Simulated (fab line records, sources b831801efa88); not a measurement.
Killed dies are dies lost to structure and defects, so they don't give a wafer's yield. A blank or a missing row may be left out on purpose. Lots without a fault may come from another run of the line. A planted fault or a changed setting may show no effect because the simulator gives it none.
Which tool did it? | flow gf180mcu | 13 lots, 39 wafers sampled, at 4 steps of a route of 602

WHAT THE GAUGES READ, wafer by wafer
GF_V2_OVL_MEAS_15.
lot  | measured     | on         | V2_OVL (nm)
L607 | day 19 20:55 | overlay-02 | -4 -7 1
L608 | day 20 12:11 | overlay-02 | 9 -1 4
L609 | day 20 15:26 | overlay-01 | 6 1 7
L611 | day 21 14:48 | overlay-02 | -7 -5 -1
L613 | day 22 06:33 | overlay-02 | 2 1 6
L619 | day 24 11:36 | overlay-01 | -9 1 -4
L620 | day 25 01:53 | overlay-02 | 3 -1 1
L622 | day 25 19:44 | overlay-01 | -3 -8 3
L623 | day 26 09:41 | overlay-02 | -6 1 5
L624 | day 26 20:43 | overlay-02 | -1 -2 -3
L626 | day 27 04:37 | overlay-02 | 2 6 3
L628 | day 27 11:32 | overlay-02 | -1 -1 -2
L630 | day 28 03:40 | overlay-02 | -1 3 11

GF_M3_RS_MEAS_05: measures by four-point-probe.
lot  | measured     | on            | M3_ALCU_RS (ohm/sq)
L607 | day 19 22:33 | film_metro-02 | 0.0687 0.0687 0.0694
L608 | day 20 13:52 | film_metro-01 | 0.0680 0.0675 0.0673
L609 | day 20 17:04 | film_metro-04 | 0.0694 0.0706 0.0701
L611 | day 21 16:33 | film_metro-02 | 0.0692 0.0688 0.0690
L613 | day 22 08:11 | film_metro-02 | 0.0688 0.0684 0.0693
L619 | day 24 13:16 | film_metro-02 | 0.0686 0.0681 0.0690
L620 | day 25 03:32 | film_metro-01 | 0.0708 0.0708 0.0696
L622 | day 25 21:21 | film_metro-02 | 0.0686 0.0700 0.0684
L623 | day 26 11:25 | film_metro-02 | 0.0696 0.0709 0.0698
L624 | day 26 22:20 | film_metro-02 | 0.0691 0.0700 0.0697
L626 | day 27 06:16 | film_metro-04 | 0.0695 0.0687 0.0690
L628 | day 27 13:18 | film_metro-04 | 0.0700 0.0691 0.0693
L630 | day 28 05:16 | film_metro-04 | 0.0700 0.0694 0.0700

WHICH TOOL RAN EACH LOT (tool, then ch and the chambers of the sampled wafers, then the start)
lot  | GF_M3_SPUTTER_00             | GF_M3_SPUTTER_01
L607 | pvd_sputter-04, day 19 22:19 | pvd_sputter-04, day 19 22:25
L608 | pvd_sputter-04, day 20 13:35 | pvd_sputter-04, day 20 13:42
L609 | pvd_sputter-04, day 20 16:50 | pvd_sputter-04, day 20 16:56
L611 | pvd_sputter-02, day 21 16:17 | pvd_sputter-02, day 21 16:23
L613 | pvd_sputter-04, day 22 07:56 | pvd_sputter-04, day 22 08:02
L619 | pvd_sputter-02, day 24 12:58 | pvd_sputter-02, day 24 13:05
L620 | pvd_sputter-01, day 25 03:19 | pvd_sputter-01, day 25 03:25
L622 | pvd_sputter-01, day 25 21:07 | pvd_sputter-01, day 25 21:13
L623 | pvd_sputter-04, day 26 11:11 | pvd_sputter-04, day 26 11:17
L624 | pvd_sputter-04, day 26 22:06 | pvd_sputter-04, day 26 22:12
L626 | pvd_sputter-04, day 27 06:00 | pvd_sputter-04, day 27 06:06
L628 | pvd_sputter-04, day 27 13:05 | pvd_sputter-04, day 27 13:11
L630 | pvd_sputter-04, day 28 05:03 | pvd_sputter-04, day 28 05:09
- GF_M3_SPUTTER_00: material Ti, target thk 37.5 nm, time 150 s.
- GF_M3_SPUTTER_01: material TiN, target thk 30 nm, time 25 s.

WHAT THE TOOLS THEMSELVES READ (means of the sampled wafers that have a number; where no wafer has one, the mark that the record gives instead)
GF_M3_SPUTTER_00.
lot  | tool           | chamber_pressure_pa (Pa) | throttle_valve_pct (%)
L607 | pvd_sputter-04 | 1.999                    | 28.2
L608 | pvd_sputter-04 | 2.000                    | 28.1
L609 | pvd_sputter-04 | 1.998                    | 29.3
L611 | pvd_sputter-02 | 1.996                    | 28.6
L613 | pvd_sputter-04 | 2.001                    | 28.3
L619 | pvd_sputter-02 | 1.996                    | 28.7
L620 | pvd_sputter-01 | 2.000                    | 29.4
L622 | pvd_sputter-01 | 1.999                    | 30.8
L623 | pvd_sputter-04 | 2.003                    | 29.0
L624 | pvd_sputter-04 | 1.999                    | 30.3
L626 | pvd_sputter-04 | 1.998                    | 28.1
L628 | pvd_sputter-04 | 2.002                    | 28.4
L630 | pvd_sputter-04 | 2.001                    | 30.1

GF_M3_SPUTTER_01.
lot  | tool           | chamber_pressure_pa (Pa) | throttle_valve_pct (%)
L607 | pvd_sputter-04 | 0.4002                   | 28.2
L608 | pvd_sputter-04 | 0.4008                   | 28.2
L609 | pvd_sputter-04 | 0.3008                   | 38.8
L611 | pvd_sputter-02 | 0.3998                   | 28.5
L613 | pvd_sputter-04 | 0.3005                   | 38.1
L619 | pvd_sputter-02 | 0.4002                   | 28.8
L620 | pvd_sputter-01 | 0.4002                   | 29.4
L622 | pvd_sputter-01 | 0.3997                   | 30.8
L623 | pvd_sputter-04 | 0.3998                   | 29.2
L624 | pvd_sputter-04 | 0.3995                   | 30.2
L626 | pvd_sputter-04 | 0.4006                   | 28.1
L628 | pvd_sputter-04 | 0.4014                   | 28.4
L630 | pvd_sputter-04 | 0.3995                   | 30.3

THE ANSWER, worked out from the rows above alone
Rule: what is usual is taken from the lots themselves. Put in order of their means at a reading, lots are off if they are a third of the lots or fewer, leave a main group of 4 or more, and stand apart from it by a gap of 3 or more times the standard deviation of the main group's means; of several such gaps the widest counts. A main group whose means are all the same, to the digits that the tables above print for the reading, isn't used. A lot without any number at a reading at which 4 lots or more have one is off too. The other lots that the step has rows for count as sound. The gauges are gone through in route order, then the tools' own readings, and for those a lot's mean is taken as printed above. The first step at which some lot is off is used, and at that step the reading that is off furthest; a lot without a number counts as furthest.
Off: L609, L613, at GF_M3_SPUTTER_01 (chamber_pressure_pa). The main group: mean 0.4002 Pa, standard deviation 0.00056.
A tool fits if, at that step or a process step before it, it ran every lot that is off, and no sound lot after the first of them. None of those tried fits.

WHAT THE SIMULATOR HAD PUT IN
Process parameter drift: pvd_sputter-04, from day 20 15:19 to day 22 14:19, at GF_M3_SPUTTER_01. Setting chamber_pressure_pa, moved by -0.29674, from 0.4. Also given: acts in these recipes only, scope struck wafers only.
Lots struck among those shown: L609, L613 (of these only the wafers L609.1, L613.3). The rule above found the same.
